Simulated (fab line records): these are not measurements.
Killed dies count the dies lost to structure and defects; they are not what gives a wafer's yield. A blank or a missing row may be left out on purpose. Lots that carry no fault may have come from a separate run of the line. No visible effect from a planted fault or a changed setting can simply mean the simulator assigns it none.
What tool caused it? | flow sfq line | 42 wafers from 14 lots sampled at 4 of the route's 325 steps

== WHAT THE GAUGES READ, wafer by wafer ==
SFQ_INCOMING_BOW_MEAS_900. Usual: INCOMING_BOW 1 um, standard deviation 5.8.
lot  | measured    | on            | INCOMING_BOW (um) | flag
L686 | day 1 10:01 | film metro-04 | -3 -2 -3          |
L688 | day 1 20:00 | film metro-03 | 8 3 -3            |
L689 | day 2 01:02 | film metro-01 | 0 14 2            |
L690 | day 2 06:04 | film metro-01 | -6 0 -9           |
L691 | day 2 11:04 | film metro-01 | -1 -3 2           |
L692 | day 2 16:00 | film metro-01 | -14 5 -12         |
L693 | day 2 21:01 | film metro-04 | 0 4 0             |
L694 | day 3 02:01 | film metro-03 | -4 6 -3           |
L700 | day 4 08:02 | film metro-01 | -1 1 1            |
L702 | day 4 18:01 | film metro-03 | 14 -6 0           |
L703 | day 4 23:00 | film metro-04 | 6 -2 -13          |
L704 | day 5 04:00 | film metro-03 | 4 -2 2            |
L707 | day 5 19:01 | film metro-03 | -14 6 2           |
L708 | day 6 00:02 | film metro-01 | 0 9 2             |

SFQ_I0_OVL_MEAS_908. Usual: I0_OVL -2 nm, standard deviation 4.8.
lot  | measured     | on         | I0_OVL (nm) | flag
L686 | day 9 23:38  | overlay-01 | -1 4 -2     |
L688 | day 10 04:26 | overlay-02 | -6 3 -2     |
L689 | day 10 08:02 | overlay-01 | -5 1 5      |
L690 | day 10 11:39 | overlay-01 | -3 2 0      |
L691 | day 10 18:06 | overlay-01 | -6 -4 -10   |
L692 | day 11 01:17 | overlay-02 | -2 3 4      |
L693 | day 11 06:05 | overlay-02 | -9 -10 -11  |
L694 | day 11 09:41 | overlay-01 | 6 6 -1      |
L700 | day 13 00:51 | overlay-01 | 1 0 6       |
L702 | day 13 20:02 | overlay-01 | -1 1 -2     |
L703 | day 14 04:26 | overlay-01 | -6 -5 -12   |
L704 | day 14 08:02 | overlay-01 | 0 -6 -3     |
L707 | day 15 02:02 | overlay-01 | 0 -4 -6     |
L708 | day 15 10:33 | overlay-02 | -6 -2 -5    |

SFQ_I5_OVL_MEAS_936. Usual: I5_OVL 0 nm, standard deviation 5.8.
lot  | measured     | on         | I5_OVL (nm) | flag
L686 | day 65 22:55 | overlay-02 | -5 -3 2     |
L688 | day 66 04:55 | overlay-01 | 8 -2 -1     |
L689 | day 66 06:15 | overlay-01 | 5 1 6       |
L690 | day 66 07:28 | overlay-01 | -2 1 3      |
L691 | day 66 15:01 | overlay-02 | -6 -3 -1    |
L692 | day 66 16:31 | overlay-02 | -2 -7 -2    |
L693 | day 66 18:56 | overlay-01 | -9 -2 -9    |
L694 | day 66 23:44 | overlay-01 | 9 7 7       |
L700 | day 67 11:45 | overlay-01 | 0 -2 -5     |
L702 | day 74 19:34 | overlay-02 | -8 -1 -5    |
L703 | day 75 00:22 | overlay-02 | -5 -14 -8   |
L704 | day 75 01:34 | overlay-02 | -5 -3 -1    |
L707 | day 77 09:12 | overlay-02 | 2 -3 1      |
L708 | day 77 12:48 | overlay-02 | 11 6 5      |

== TOOL THAT RAN EACH LOT (tool first, then ch and the chambers of the sampled wafers, then the start) ==
lot  | SFQ_TRILAYER_L0_LITHO_COAT_005
L686 | litho track-02 ch 0, day 1 13:05
L688 | litho track-01 ch 0, day 1 23:02
L689 | litho track-02 ch 0, day 2 04:08
L690 | litho track-01 ch 0, day 2 09:11
L691 | litho track-04 ch 0, day 2 14:11
L692 | litho track-01 ch 0, day 2 19:02
L693 | litho track-04 ch 0, day 3 00:05
L694 | litho track-04 ch 0, day 3 05:05
L700 | litho track-04 ch 0, day 4 11:08
L702 | litho track-04 ch 0, day 4 21:05
L703 | litho track-04 ch 0, day 5 02:02
L704 | litho track-01 ch 0, day 5 07:17
L707 | litho track-02 ch 0, day 5 22:05
L708 | litho track-02 ch 0, day 6 03:19
- SFQ_TRILAYER_L0_LITHO_COAT_005: resist thk 600 nm.

== WHAT THE TOOLS THEMSELVES READ (means of the sampled wafers that have a number; where no wafer has one, the mark that the record gives instead) ==
SFQ_TRILAYER_L0_LITHO_COAT_005. Usual: spin speed rpm reads 2999.8 rpm (standard deviation 1.9).
lot  | tool           | spin speed rpm (rpm) | flag
L686 | litho track-02 | 3002.0               |
L688 | litho track-01 | 2999.2               |
L689 | litho track-02 | 3000.0               |
L690 | litho track-01 | 3000.9               |
L691 | litho track-04 | 3000.0               |
L692 | litho track-01 | 3001.1               |
L693 | litho track-04 | 2999.3               |
L694 | litho track-04 | 3000.9               |
L700 | litho track-04 | 3001.7               |
L702 | litho track-04 | 2619.2               | OFF
L703 | litho track-04 | 2620.3               | OFF
L704 | litho track-01 | 3000.1               |
L707 | litho track-02 | 2999.3               |
L708 | litho track-02 | 2998.1               |

== THE ANSWER, worked out from the rows above alone ==
Rule: lot off if the mean of its wafers having a number is beyond 3 standard deviations from the usual mean. Also off: a lot with no number at a reading for which 4 or more lots have one. The other lots that the step has rows for count as sound. After the gauges, taken in route order, come the tools' own readings; for these a lot's mean is taken, as printed above. At the first step where some lot is off, the reading lying furthest off is the one used; lots without a number count as furthest.
Off, at SFQ_TRILAYER_L0_LITHO_COAT_005 on spin speed rpm: L702, L703.
If a tool, at that step or one of the process steps before it, ran each lot that is off and ran no sound lot following the first of them, it fits. One fits: SFQ_TRILAYER_L0_LITHO_COAT_005 on litho track-04. A fault onset in the window from L700 (day 4 11:08, its last sound lot) to L702 (day 4 21:05, its first lot off) fits.
The tool's own readings at SFQ_TRILAYER_L0_LITHO_COAT_005 bear it out: on the lots that are off they differ by more than 5 times the standard deviation of the sound lots' means. spin speed rpm reads 2619.8 rpm there against 3000.2 rpm on the sound lots.

== WHAT WAS PUT IN BY THE SIMULATOR ==
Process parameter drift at SFQ_TRILAYER_L0_LITHO_COAT_005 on litho track-04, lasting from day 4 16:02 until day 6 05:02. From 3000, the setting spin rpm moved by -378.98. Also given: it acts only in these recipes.
Lots struck among those shown: L702, L703. The rule above found the same.
